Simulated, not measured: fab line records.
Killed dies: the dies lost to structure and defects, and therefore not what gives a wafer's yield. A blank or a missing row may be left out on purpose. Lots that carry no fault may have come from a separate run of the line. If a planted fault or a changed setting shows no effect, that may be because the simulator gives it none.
fab line records | flow sky130
record: lots: 13 | wafers: 39 | last_day: 49
route steps=708 shown VIA2@531 METAL3@534 CAPM@539
lots untouched by any fault: they come from a run of this same line in which no faults occurred
start_h: hours from the record's opening day to when the first of the lot's shown wafers began | wait_h: time in hours since the lot's previous step | " repeats the value in the row above | L1.1+2: a row that stands for several wafers | - no value, or no start was given | * or withheld: withheld | < > ~ a bound
route shown NAME@n: NAME is a module with steps in the file, n the number in the route of the first one | usual: mean/standard deviation taken from wafers without a fault | same: alike in all rows | chamber/n: place in a boat | sites: the reading at each site | _std_site: standard deviation of those values | _edge_site: outer sites' mean less inner sites' | radius_mm: how far each site lies from the wafer's centre | mask NAME#n: copy n | behind: the last tool/chamber to shape the wafer | hold: cause of the lot's hold/its duration in hours/its outcome | device: which transistor (n, p or np) failed to switch | end of line: the same wafers' tests at the end of the route | for a step that has no rows: nothing shown but its recipe | killed: dies lost to structure and defects at the first sort, not the wafer's yield | map: a wafer's dies, x killed, . not, _ none there
set.NAME: the setting that was run; set.NAME@STEP: the one run at that earlier step | model.NAME: the simulator's own value behind a step, which no gauge read
steps of the route over a sample of lots; a table a step, a row a wafer
services: from which hour (start_h, from the record's first day; less than 0 if before it) a tool's chamber was out of use, for how many hours, and why
== steps ==
step: SKY_VIA2_CMP_24
recipe: stop_on: SiO2 | t_overpolish_s: 20 | down_force_psi: 3.5 | platen_rpm: 60 | target_thk_nm: 0 | pad_velocity_m_s: 0.94248
usual: motor_current_A: 11.2/0.88 | overpolish_run_s: 20.001/0.0093 | time_to_endpoint_s: 102.2/3
lot.wafer | tool   | chamber | start_h | wait_h | motor_current_A | overpolish_run_s | time_to_endpoint_s
L273.1    | cmp-02 | 3       | 840.01  | 0.1    | 11.8            | 19.990           | 105.0
L273.2    | "      | 1       | "       | "      | 10.8            | 20.004           | 107.0
L273.3    | "      | 2       | "       | "      | 12.1            | 19.999           | 103.5
L274.1    | cmp-02 | 3       | 857.22  | 0.1    | 11.7            | 19.999           | 99.5
L274.4    | "      | 1       | "       | "      | 12.2            | 20.003           | 104.2
L274.5    | "      | 2       | "       | "      | 12.3            | 19.995           | 100.3
L275.3    | cmp-02 | 3       | 871.20  | 0.2    | 11.4            | 20.000           | 103.5
L275.1    | "      | 0       | "       | "      | 9.9             | 19.996           | 106.0
L275.4    | "      | 2       | "       | "      | 11.9            | 19.991           | 105.7
L276.4    | cmp-01 | 2       | 877.18  | 0.1    | 10.6            | 19.987           | 100.8
L276.1    | "      | 3       | "       | "      | 11.1            | 20.023           | 102.0
L276.6    | "      | 1       | "       | "      | 12.6            | 20.012           | 103.6
L278.4    | cmp-02 | 1       | 886.68  | 0.0    | 11.8            | 19.997           | 106.3
L278.3    | "      | 0       | "       | "      | 10.2            | 19.994           | 101.4
L278.5    | "      | 2       | "       | "      | 12.6            | 19.993           | 101.3
L279.3    | cmp-01 | 1       | 893.06  | 0.0    | 12.8            | 20.002           | 104.5
L279.2    | "      | 0       | "       | "      | 10.5            | 19.992           | 101.9
L279.6    | "      | 1       | "       | "      | 12.0            | 20.002           | 102.5
L280.2    | cmp-02 | 3       | 901.41  | 0.1    | 11.1            | 20.029           | 105.0
L280.5    | "      | 2       | "       | "      | 12.0            | 19.980           | 105.5
L280.6    | "      | 3       | "       | "      | 11.3            | 20.001           | 105.4
L281.3    | cmp-01 | 2       | 907.88  | 0.1    | 9.7             | 19.991           | 99.5
L281.2    | "      | 0       | "       | "      | 10.9            | 20.005           | 97.3
L281.6    | "      | 2       | "       | "      | 10.2            | 20.009           | 105.8
L282.4    | cmp-01 | 3       | 915.33  | 0.0    | 12.3            | 19.989           | 99.8
L282.3    | "      | 2       | "       | "      | 10.7            | 20.008           | 101.6
L282.6    | "      | 0       | "       | "      | 10.1            | 20.012           | 104.0
L284.2    | cmp-02 | 2       | 933.21  | 0.0    | 11.9            | 20.012           | 100.5
L284.1    | "      | 1       | "       | "      | 11.3            | 19.987           | 100.6
L284.5    | "      | 2       | "       | "      | 12.1            | 20.000           | 100.6
L288.4    | cmp-02 | 3       | 966.38  | 0.0    | 11.7            | 20.016           | 101.1
L288.1    | "      | 2       | "       | "      | 12.1            | 20.010           | 99.3
L288.6    | "      | 3       | "       | "      | 11.7            | 20.018           | 101.1
L289.1    | cmp-02 | 1       | 969.43  | 0.1    | 11.2            | 19.995           | 107.0
L289.3    | "      | 2       | "       | "      | 12.2            | 20.006           | 107.8
L289.6    | "      | 1       | "       | "      | 11.7            | 20.003           | 106.5
L291.1    | cmp-02 | 0       | 984.22  | 0.2    | 9.5             | 20.008           | 99.6
L291.2    | "      | 2       | "       | "      | 12.2            | 20.006           | 98.9
L291.6    | "      | 0       | "       | "      | 9.7             | 20.002           | 99.9
step: SKY_METAL3_SPUTTER_02
recipe: material: AlCu | target_thk_nm: 735 | power_w: 10600 | time_s: 39.1 | chamber_pressure_pa: 0.4
usual: throttle_valve_pct: 29.2/1.5
lot.wafer | tool           | chamber | start_h | wait_h | throttle_valve_pct
L273.1    | pvd_sputter-03 | -       | 840.36  | 0.0    | 27.7
L273.2    | "              | -       | "       | "      | 30.1
L273.3    | "              | -       | "       | "      | 29.0
L274.1    | pvd_sputter-02 | -       | 857.52  | 0.0    | 28.5
L274.4    | "              | -       | "       | "      | 26.5
L274.5    | "              | -       | "       | "      | 31.1
L275.1    | pvd_sputter-03 | -       | 871.55  | 0.0    | 28.6
L275.3    | "              | -       | "       | "      | 29.7
L275.4    | "              | -       | "       | "      | 27.7
L276.1    | pvd_sputter-03 | -       | 877.48  | 0.0    | 30.0
L276.4    | "              | -       | "       | "      | 30.1
L276.6    | "              | -       | "       | "      | 29.8
L278.3    | pvd_sputter-01 | -       | 887.03  | 0.0    | 29.7
L278.4    | "              | -       | "       | "      | 30.3
L278.5    | "              | -       | "       | "      | 29.3
L279.2    | pvd_sputter-03 | -       | 893.41  | 0.0    | 28.8
L279.3    | "              | -       | "       | "      | 28.0
L279.6    | "              | -       | "       | "      | 27.9
L280.2    | pvd_sputter-01 | -       | 901.71  | 0.0    | 29.9
L280.5    | "              | -       | "       | "      | 29.6
L280.6    | "              | -       | "       | "      | 29.9
L281.2    | pvd_sputter-02 | -       | 908.18  | 0.0    | 30.0
L281.3    | "              | -       | "       | "      | 31.2
L281.6    | "              | -       | "       | "      | 26.2
L282.3    | pvd_sputter-03 | -       | 915.68  | 0.0    | 30.2
L282.4    | "              | -       | "       | "      | 27.7
L282.6    | "              | -       | "       | "      | 30.3
L284.1    | pvd_sputter-02 | -       | 933.56  | 0.0    | 28.4
L284.2    | "              | -       | "       | "      | 26.5
L284.5    | "              | -       | "       | "      | 30.2
L288.1    | pvd_sputter-03 | -       | 966.73  | 0.0    | 30.1
L288.4    | "              | -       | "       | "      | 27.8
L288.6    | "              | -       | "       | "      | 27.8
L289.1    | pvd_sputter-02 | -       | 969.72  | 0.0    | 29.9
L289.3    | "              | -       | "       | "      | 28.4
L289.6    | "              | -       | "       | "      | 31.2
L291.1    | pvd_sputter-01 | -       | 984.52  | 0.0    | 29.4
L291.2    | "              | -       | "       | "      | 29.9
L291.6    | "              | -       | "       | "      | 29.3
step: SKY_CAPM_SPUTTER_02
recipe: material: TiN | target_thk_nm: 200 | temp_c: 300 | power_w: 6500 | time_s: 166.7 | chamber_pressure_pa: 0.4
usual: throttle_valve_pct: 29.9/0.72
lot.wafer | tool           | chamber | start_h | wait_h | throttle_valve_pct
L273.1    | pvd_sputter-04 | -       | 840.55  | 0.1    | 30.1
L273.2    | "              | -       | "       | "      | 30.9
L273.3    | "              | -       | "       | "      | 28.4
L274.1    | pvd_sputter-03 | -       | 857.70  | 0.1    | 30.2
L274.4    | "              | -       | "       | "      | 29.7
L274.5    | "              | -       | "       | "      | 27.7
L275.1    | pvd_sputter-01 | -       | 871.74  | 0.1    | 29.5
L275.3    | "              | -       | "       | "      | 29.9
L275.4    | "              | -       | "       | "      | 29.8
L276.1    | pvd_sputter-01 | -       | 877.67  | 0.1    | 30.3
L276.4    | "              | -       | "       | "      | 29.6
L276.6    | "              | -       | "       | "      | 29.2
L278.3    | pvd_sputter-04 | -       | 887.22  | 0.0    | 30.0
L278.4    | "              | -       | "       | "      | 28.6
L278.5    | "              | -       | "       | "      | 30.9
L279.2    | pvd_sputter-01 | -       | 893.60  | 0.0    | 29.3
L279.3    | "              | -       | "       | "      | 29.9
L279.6    | "              | -       | "       | "      | 29.2
L280.2    | pvd_sputter-04 | -       | 901.90  | 0.0    | 29.4
L280.5    | "              | -       | "       | "      | 30.2
L280.6    | "              | -       | "       | "      | 30.8
L281.2    | pvd_sputter-04 | -       | 908.37  | 0.0    | 31.1
L281.3    | "              | -       | "       | "      | 29.3
L281.6    | "              | -       | "       | "      | 29.5
L282.3    | pvd_sputter-04 | -       | 915.87  | 0.0    | 30.4
L282.4    | "              | -       | "       | "      | 29.6
L282.6    | "              | -       | "       | "      | 30.9
L284.1    | pvd_sputter-04 | -       | 933.83  | 0.1    | 31.0
L284.2    | "              | -       | "       | "      | 29.4
L284.5    | "              | -       | "       | "      | 31.1
L288.1    | pvd_sputter-01 | -       | 966.92  | 0.1    | 29.8
L288.4    | "              | -       | "       | "      | 29.8
L288.6    | "              | -       | "       | "      | 30.3
L289.1    | pvd_sputter-04 | -       | 969.91  | 0.1    | 28.9
L289.3    | "              | -       | "       | "      | 29.3
L289.6    | "              | -       | "       | "      | 31.0
L291.1    | pvd_sputter-01 | -       | 984.70  | 0.1    | 29.8
L291.2    | "              | -       | "       | "      | 29.5
L291.6    | "              | -       | "       | "      | 30.5
step: SKY_CAPM_OVL_MEAS_12
usual: CAPM_OVL: 1.2/1.4
lot.wafer | tool       | chamber | start_h | wait_h | CAPM_OVL[nm]
L273.1    | overlay-02 | -       | 866.79  | 0.1    | 1.2
L273.2    | "          | -       | "       | "      | 1.2
L273.3    | "          | -       | "       | "      | 1.8
L274.1    | overlay-02 | -       | 882.98  | 0.1    | 1.7
L274.4    | "          | -       | "       | "      | 3.2
L274.5    | "          | -       | "       | "      | 1.5
L275.1    | overlay-02 | -       | 897.74  | 0.1    | 2.3
L275.3    | "          | -       | "       | "      | 2.4
L275.4    | "          | -       | "       | "      | 0.9
L276.1    | overlay-01 | -       | 902.88  | 0.1    | -0.3
L276.4    | "          | -       | "       | "      | 0.5
L276.6    | "          | -       | "       | "      | 0.6
L278.3    | overlay-01 | -       | 912.59  | 0.1    | 2.7
L278.4    | "          | -       | "       | "      | 1.9
L278.5    | "          | -       | "       | "      | 1.9
L279.2    | overlay-02 | -       | 918.39  | 0.1    | 2.6
L279.3    | "          | -       | "       | "      | 2.6
L279.6    | "          | -       | "       | "      | 4.0
L280.2    | overlay-02 | -       | 925.89  | 0.1    | 0.4
L280.5    | "          | -       | "       | "      | 0.6
L280.6    | "          | -       | "       | "      | -0.2
L281.2    | overlay-01 | -       | 933.49  | 0.1    | 0.8
L281.3    | "          | -       | "       | "      | -0.1
L281.6    | "          | -       | "       | "      | -0.1
L282.3    | overlay-02 | -       | 941.24  | 0.1    | 2.9
L282.4    | "          | -       | "       | "      | 4.5
L282.6    | "          | -       | "       | "      | 4.1
L284.1    | overlay-02 | -       | 957.59  | 0.1    | 1.8
L284.2    | "          | -       | "       | "      | -1.0
L284.5    | "          | -       | "       | "      | 1.1
L288.1    | overlay-02 | -       | 989.93  | 0.1    | 2.8
L288.4    | "          | -       | "       | "      | 1.6
L288.6    | "          | -       | "       | "      | 2.0
L289.1    | overlay-02 | -       | 993.22  | 0.1    | -0.6
L289.3    | "          | -       | "       | "      | 1.5
L289.6    | "          | -       | "       | "      | 2.2
L291.1    | overlay-01 | -       | 1007.99 | 0.1    | 1.2
L291.2    | "          | -       | "       | "      | 0.7
L291.6    | "          | -       | "       | "      | 1.5
step: SKY_METAL3_METAL_ETCH_18
recipe: target_depth_a: 8450 | stop_on: SiO2 | over_etch_frac: 0.3 | time_s: 183.1 | chemistry: Cl2/BCl3 | resist_sidewall_deg: 88 | pressure_mtorr: 10 | icp_w: 900 | bias_w: 48.5 | Cl2_flow_sccm: 60 | bcl3_flow_sccm: 30
usual: chamber_pressure_mTorr: 10.001/0.0086 | drypump_motor_current_A: 5.7/0.47 | he_backside_leak_sccm: 3.4/0.37 | oes_product_au: 0.864/0.0061 | throttle_valve_pct: 22.265/0.0092
lot.wafer | tool         | chamber | start_h | wait_h | chamber_pressure_mTorr | drypump_motor_current_A | he_backside_leak_sccm | oes_product_au | rf_hours_counter_h | throttle_valve_pct
L273.1    | rie_metal-04 | 1       | 893.74  | 0.0    | 9.995                  | 5.2                     | 3.3                   | 0.870          | 0                  | 22.254
L273.2    | "            | 0       | "       | "      | 10.013                 | 6.2                     | 3.4                   | 0.863          | 9                  | 22.265
L273.3    | "            | 0       | "       | "      | 10.002                 | 6.1                     | 3.3                   | 0.869          | -                  | 22.258
L274.1    | rie_metal-04 | 0       | 909.49  | 0.0    | 9.992                  | 6.2                     | 3.4                   | 0.859          | 9                  | 22.272
L274.4    | "            | 0       | "       | "      | 10.009                 | 6.2                     | 3.4                   | 0.871          | -                  | 22.278
L274.5    | "            | 0       | "       | "      | 10.007                 | 6.1                     | 3.4                   | 0.872          | -                  | 22.266
L275.1    | rie_metal-01 | 0       | 923.79  | 0.0    | 10.005                 | 6.3                     | 3.1                   | 0.854          | 10                 | 22.268
L275.3    | "            | 1       | "       | "      | 9.999                  | 5.9                     | 3.3                   | 0.864          | -                  | 22.266
L275.4    | "            | 0       | "       | "      | 10.005                 | 6.3                     | 3.0                   | 0.851          | -                  | 22.273
L276.1    | rie_metal-01 | 0       | 929.08  | 0.0    | 10.025                 | 6.3                     | 3.2                   | 0.865          | 10                 | 22.268
L276.4    | "            | 1       | "       | "      | 9.979                  | 5.9                     | 3.6                   | 0.873          | -                  | 22.280
L276.6    | "            | 1       | "       | "      | 10.004                 | 5.9                     | 3.6                   | 0.867          | -                  | 22.264
L278.3    | rie_metal-04 | 1       | 938.65  | 0.1    | 10.000                 | 5.2                     | 3.8                   | 0.868          | -                  | 22.254
L278.4    | "            | 0       | "       | "      | 10.007                 | 6.2                     | 3.5                   | 0.862          | -                  | 22.256
L278.5    | "            | 0       | "       | "      | 9.997                  | 6.2                     | 3.5                   | 0.868          | -                  | 22.262
L279.2    | rie_metal-04 | 0       | 943.79  | 0.0    | 9.992                  | 6.1                     | 3.3                   | 0.865          | 11                 | 22.255
L279.3    | "            | 0       | "       | "      | 10.009                 | 6.1                     | 3.4                   | 0.862          | -                  | 22.260
L279.6    | "            | 0       | "       | "      | 9.992                  | 6.1                     | 3.3                   | 0.864          | -                  | 22.266
L280.2    | rie_metal-03 | 0       | 951.54  | 0.0    | 10.000                 | 5.0                     | 3.2                   | 0.860          | 14                 | 22.272
L280.5    | "            | 1       | "       | "      | 10.016                 | 5.9                     | 3.5                   | 0.851          | -                  | 22.281
L280.6    | "            | 0       | "       | "      | 10.003                 | 5.0                     | 3.3                   | 0.861          | -                  | 22.243
L281.2    | rie_metal-03 | 1       | 958.24  | 0.0    | 9.997                  | 5.9                     | 3.4                   | 0.857          | 0                  | 22.261
L281.3    | "            | 1       | "       | "      | 10.009                 | 5.9                     | 3.4                   | 0.859          | -                  | 22.272
L281.6    | "            | 1       | "       | "      | 10.008                 | 5.8                     | 3.3                   | 0.861          | -                  | 22.264
L282.3    | rie_metal-01 | 1       | 966.17  | 0.1    | 9.987                  | 5.9                     | 3.5                   | 0.859          | -                  | 22.258
L282.4    | "            | 0       | "       | "      | 10.008                 | 6.3                     | 3.0                   | 0.861          | -                  | 22.282
L282.6    | "            | 1       | "       | "      | 10.009                 | 5.9                     | 3.5                   | 0.862          | -                  | 22.273
L284.1    | rie_metal-04 | 1       | 982.93  | 0.0    | 10.014                 | 5.2                     | 3.3                   | 0.858          | 5                  | 22.252
L284.2    | "            | 0       | "       | "      | 9.999                  | 6.1                     | 3.5                   | 0.868          | 13                 | 22.278
L284.5    | "            | 1       | "       | "      | 9.995                  | 5.2                     | 3.6                   | 0.867          | -                  | 22.275
L288.1    | rie_metal-03 | 1       | 1014.74 | 0.0    | 10.001                 | 5.9                     | 3.3                   | 0.861          | 4                  | 22.255
L288.4    | "            | 1       | "       | "      | 9.995                  | 5.8                     | 3.3                   | 0.855          | -                  | 22.285
L288.6    | "            | 0       | "       | "      | 10.003                 | 5.0                     | 3.3                   | 0.856          | -                  | 22.261
L289.1    | rie_metal-01 | 0       | 1017.74 | 0.0    | 10.003                 | 6.3                     | 3.1                   | 1.010          | 16                 | 22.267
L289.3    | "            | 1       | "       | "      | 9.995                  | 5.9                     | 3.7                   | 0.868          | -                  | 22.247
L289.6    | "            | 1       | "       | "      | 10.004                 | 5.9                     | 3.6                   | 0.862          | -                  | 22.276
L291.1    | rie_metal-03 | 0       | 1031.64 | 0.0    | 9.995                  | 5.0                     | 3.2                   | 0.862          | 19                 | 22.272
L291.2    | "            | 1       | "       | "      | 9.994                  | 5.9                     | 3.3                   | 0.873          | 5                  | 22.272
L291.6    | "            | 0       | "       | "      | 9.992                  | 5.0                     | 3.2                   | 0.877          | -                  | 22.270
== services ==
tool           | chamber | start_h | hours | kind
pvd_sputter-03 | -       | 821.12  | 5.7   | repair
pvd_sputter-02 | -       | 833.03  | 6.0   | repair
pvd_sputter-02 | -       | 848.86  | 2.2   | repair
cmp-01         | -       | 851.03  | 0.9   | repair
cmp-01         | -       | 857.49  | 1.8   | repair
cmp-01         | -       | 862.21  | 9.2   | pm
rie_metal-04   | 0       | 874.60  | 2.1   | repair
rie_metal-03   | -       | 886.73  | 1.2   | repair
rie_metal-01   | 0       | 890.74  | 2.3   | repair
cmp-02         | -       | 907.78  | 4.9   | pm
pvd_sputter-03 | -       | 911.40  | 2.3   | repair
cmp-01         | -       | 915.72  | 4.0   | pm
pvd_sputter-02 | -       | 922.04  | 4.1   | repair
cmp-01         | -       | 922.85  | 0.3   | repair
rie_metal-01   | -       | 931.59  | 0.7   | repair
cmp-02         | -       | 938.69  | 9.6   | repair
pvd_sputter-02 | -       | 941.44  | 5.5   | repair
cmp-01         | -       | 948.49  | 2.1   | repair
pvd_sputter-02 | -       | 952.73  | 1.2   | repair
cmp-01         | -       | 957.59  | 0.3   | repair
cmp-02         | -       | 977.60  | 4.2   | pm
pvd_sputter-03 | -       | 982.94  | 2.3   | repair
pvd_sputter-03 | -       | 990.50  | 90.0  | repair
cmp-02         | -       | 997.06  | 0.7   | repair
== key ==
first_sign: step: SKY_METAL3_METAL_ETCH_18 | reading: oes_product_au | direction: up | sigmas: 24 | usual: 0.864 | struck: 1.010
effect none on later readings
met_at SKY_METAL3_SPUTTER_02
struck_lots L289
struck_wafers L289.1
later_rows_left_out L289.1
sort_left_out L289.1
not_acting_at SKY_VIA2_CMP_24,SKY_CAPM_SPUTTER_02,SKY_CAPM_OVL_MEAS_12
onset_between 933.56 969.72
fault: kind: process_parameter_drift | tool: pvd_sputter-02 | chamber: - | onset_h: 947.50 | steps: SKY_METAL3_SPUTTER_02 | channel: target_thk_nm | offset: 310.56 | shape: step | end_h: 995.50 | acts_in: these_recipes_only | stated: 735 | scope: struck_wafers_only
sort_left_out: the simulated sort isn't trusted on such a fault, so these wafers' sort isn't shown, and their yield isn't known
later_rows_left_out: the simulator's readings of these wafers behind a module that went badly wrong aren't trusted and aren't shown, but for the sort
